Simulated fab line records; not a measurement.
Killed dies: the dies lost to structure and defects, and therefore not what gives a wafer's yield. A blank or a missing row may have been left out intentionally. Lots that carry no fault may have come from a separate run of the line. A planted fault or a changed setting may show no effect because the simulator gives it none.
Split-lot study :: flow sky130 :: 23 wafers read from 5 lots, route of 708 steps

== SPLIT DETAILS ==
At SKY_METAL4_METAL_ETCH_18 (etches the open film in Cl2/BCl3, stops on SiO2, target depth 845 nm, time 183.1 s), the setting icp w was moved away from the recipe's 900 W on 6 of the 23 wafers read, by -9.5% to -7.6%. For the rest of the wafers, this setting stayed at what the recipe calls for.

The split's own step is where the reading is taken.

== THE READING ==
KrF-thick_of_METAL4_COAT_08.thk nm (the simulator's own value, which no gauge read), in nm, at SKY_METAL4_METAL_ETCH_18 (etches the open film in Cl2/BCl3, stops on SiO2, target depth 845 nm, time 183.1 s). The file gives no usual value for it. The 17 wafers here that ran the recipe average 529.4 nm, standard deviation 7 nm.

wafer: L076.1
tool, chamber at the split: rie metal-01, 0
icp w as run, W: 900
against the recipe: recipe
KrF-thick_of_METAL4_COAT_08.thk nm, nm: 524.3
against lot-mates on the recipe: -

wafer: L076.2
tool, chamber at the split: rie metal-01, 1
icp w as run, W: 900
against the recipe: recipe
KrF-thick_of_METAL4_COAT_08.thk nm, nm: 523.6
against lot-mates on the recipe: -

wafer: L076.3
tool, chamber at the split: rie metal-01, 0
icp w as run, W: 831.6
against the recipe: -7.6%
KrF-thick_of_METAL4_COAT_08.thk nm, nm: 564
against lot-mates on the recipe: +39.6

wafer: L076.4
tool, chamber at the split: rie metal-01, 1
icp w as run, W: 831.6
against the recipe: -7.6%
KrF-thick_of_METAL4_COAT_08.thk nm, nm: 569.5
against lot-mates on the recipe: +45.1

wafer: L076.5
tool, chamber at the split: rie metal-01, 1
icp w as run, W: 900
against the recipe: recipe
KrF-thick_of_METAL4_COAT_08.thk nm, nm: 525.2
against lot-mates on the recipe: -

wafer: L078.2
tool, chamber at the split: rie metal-01, 0
icp w as run, W: 900
against the recipe: recipe
KrF-thick_of_METAL4_COAT_08.thk nm, nm: 539.4
against lot-mates on the recipe: -

wafer: L078.5
tool, chamber at the split: rie metal-01, 0
icp w as run, W: 900
against the recipe: recipe
KrF-thick_of_METAL4_COAT_08.thk nm, nm: 538.9
against lot-mates on the recipe: -

wafer: L078.6
tool, chamber at the split: rie metal-01, 1
icp w as run, W: 900
against the recipe: recipe
KrF-thick_of_METAL4_COAT_08.thk nm, nm: 542.7
against lot-mates on the recipe: -

wafer: L079.2
tool, chamber at the split: rie metal-02, 0
icp w as run, W: 900
against the recipe: recipe
KrF-thick_of_METAL4_COAT_08.thk nm, nm: 526.3
against lot-mates on the recipe: -

wafer: L079.3
tool, chamber at the split: rie metal-02, 1
icp w as run, W: 900
against the recipe: recipe
KrF-thick_of_METAL4_COAT_08.thk nm, nm: 522.7
against lot-mates on the recipe: -

wafer: L079.4
tool, chamber at the split: rie metal-02, 0
icp w as run, W: 814.4
against the recipe: -9.5%
KrF-thick_of_METAL4_COAT_08.thk nm, nm: 573.5
against lot-mates on the recipe: +49.0

wafer: L079.5
tool, chamber at the split: rie metal-02, 0
icp w as run, W: 814.4
against the recipe: -9.5%
KrF-thick_of_METAL4_COAT_08.thk nm, nm: 577.5
against lot-mates on the recipe: +53.0

wafer: L079.6
tool, chamber at the split: rie metal-02, 1
icp w as run, W: 900
against the recipe: recipe
KrF-thick_of_METAL4_COAT_08.thk nm, nm: 524.4
against lot-mates on the recipe: -

wafer: L080.1
tool, chamber at the split: rie metal-01, 1
icp w as run, W: 900
against the recipe: recipe
KrF-thick_of_METAL4_COAT_08.thk nm, nm: 529.5
against lot-mates on the recipe: -

wafer: L080.2
tool, chamber at the split: rie metal-01, 0
icp w as run, W: 900
against the recipe: recipe
KrF-thick_of_METAL4_COAT_08.thk nm, nm: 524.6
against lot-mates on the recipe: -

wafer: L080.3
tool, chamber at the split: rie metal-01, 1
icp w as run, W: 900
against the recipe: recipe
KrF-thick_of_METAL4_COAT_08.thk nm, nm: 542.9
against lot-mates on the recipe: -

wafer: L080.4
tool, chamber at the split: rie metal-01, 0
icp w as run, W: 900
against the recipe: recipe
KrF-thick_of_METAL4_COAT_08.thk nm, nm: 530
against lot-mates on the recipe: -

wafer: L080.5
tool, chamber at the split: rie metal-01, 0
icp w as run, W: 900
against the recipe: recipe
KrF-thick_of_METAL4_COAT_08.thk nm, nm: 531
against lot-mates on the recipe: -

wafer: L085.1
tool, chamber at the split: rie metal-02, 0
icp w as run, W: 823.3
against the recipe: -8.5%
KrF-thick_of_METAL4_COAT_08.thk nm, nm: 560.9
against lot-mates on the recipe: +36.0

wafer: L085.2
tool, chamber at the split: rie metal-02, 1
icp w as run, W: 900
against the recipe: recipe
KrF-thick_of_METAL4_COAT_08.thk nm, nm: 521
against lot-mates on the recipe: -

wafer: L085.3
tool, chamber at the split: rie metal-02, 1
icp w as run, W: 900
against the recipe: recipe
KrF-thick_of_METAL4_COAT_08.thk nm, nm: 528.9
against lot-mates on the recipe: -

wafer: L085.5
tool, chamber at the split: rie metal-02, 1
icp w as run, W: 900
against the recipe: recipe
KrF-thick_of_METAL4_COAT_08.thk nm, nm: 524.7
against lot-mates on the recipe: -

wafer: L085.6
tool, chamber at the split: rie metal-02, 0
icp w as run, W: 823.3
against the recipe: -8.5%
KrF-thick_of_METAL4_COAT_08.thk nm, nm: 565.9
against lot-mates on the recipe: +41.0

FIT RESULTS
A straight line over all 23 wafers: KrF-thick_of_METAL4_COAT_08.thk nm changes by -4.58 nm for each +1% of icp w; r = -0.94; the points scatter about the line by 6.7 nm.
The same after taking each lot's own level away (the mean of its wafers on the recipe; 23 wafers): -5.14 nm for each +1%; r = -0.98; scatter 4.1 nm.
That fit puts the effect of the largest move of icp w on the reading at 49 nm.
Across the lots, their own levels run from 524.37 to 540.33 nm, a range of 2.3 times the standard deviation given above.
Hence the slope depends on the lot-to-lot level, as the two fits are not the same.
Check: for one of the wafers moved furthest among these (-9.5%), held out of the fit, the line's prediction against its lot-mates is +48.9 nm. Against them it came out at +49 nm.

== OTHER SPLITS APPLIED TO THESE WAFERS ==
Before the reading, these wafers also passed through other splits. Each is held against what the fit with the lots' levels taken away leaves over:
other split on the same wafers: SKY_CAPM_DEVELOP_11 develop time s
wafers away from the commonest value: 11
r with KrF-thick_of_METAL4_COAT_08.thk nm (lot level and that fit taken away): -0.13

other split on the same wafers: SKY_CAPM_METAL_ETCH_13 bias w
wafers away from the commonest value: 8
r with KrF-thick_of_METAL4_COAT_08.thk nm (lot level and that fit taken away): +0.08

other split on the same wafers: SKY_VIA3_CMP_02 leave above ref nm
wafers away from the commonest value: 7
r with KrF-thick_of_METAL4_COAT_08.thk nm (lot level and that fit taken away): +0.02

other split on the same wafers: SKY_VIA3_ETCH_14 source w
wafers away from the commonest value: 9
r with KrF-thick_of_METAL4_COAT_08.thk nm (lot level and that fit taken away): -0.12

other split on the same wafers: SKY_VIA3_SPUTTER_20 power w
wafers away from the commonest value: 5
r with KrF-thick_of_METAL4_COAT_08.thk nm (lot level and that fit taken away): -0.20

other split on the same wafers: SKY_METAL4_SPUTTER_04 chamber pressure pa
wafers away from the commonest value: 10
r with KrF-thick_of_METAL4_COAT_08.thk nm (lot level and that fit taken away): +0.21

other split on the same wafers: SKY_CAP2M_COAT_07 resist thk nm
wafers away from the commonest value: 10
r with KrF-thick_of_METAL4_COAT_08.thk nm (lot level and that fit taken away): +0.20

other split on the same wafers: SKY_CAP2M_METAL_ETCH_13 pressure mtorr
wafers away from the commonest value: 5
r with KrF-thick_of_METAL4_COAT_08.thk nm (lot level and that fit taken away): -0.29

== THE WHOLE CHAIN: every reading that the file lists as answering this split, in the file's order ==
step: SKY_METAL4_METAL_ETCH_18
what it does: etches the open film in Cl2/BCl3, stops on SiO2, target depth 845 nm, time 183.1 s
reading: KrF-thick_of_METAL4_COAT_08.thk nm (the simulator's own value, which no gauge read)
change (the file's fit): -5.14 nm for each +1% of the setting
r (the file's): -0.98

step: SKY_METAL4_STRIP_19
what it does: strips in O2/N2
reading: strip time to endpoint s
change (the file's fit): withheld for each +1% of the setting
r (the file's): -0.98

== FILE'S OWN FIT ==
KrF-thick_of_METAL4_COAT_08.thk nm changes by -5.14 nm for each +1% of icp w, r = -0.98.
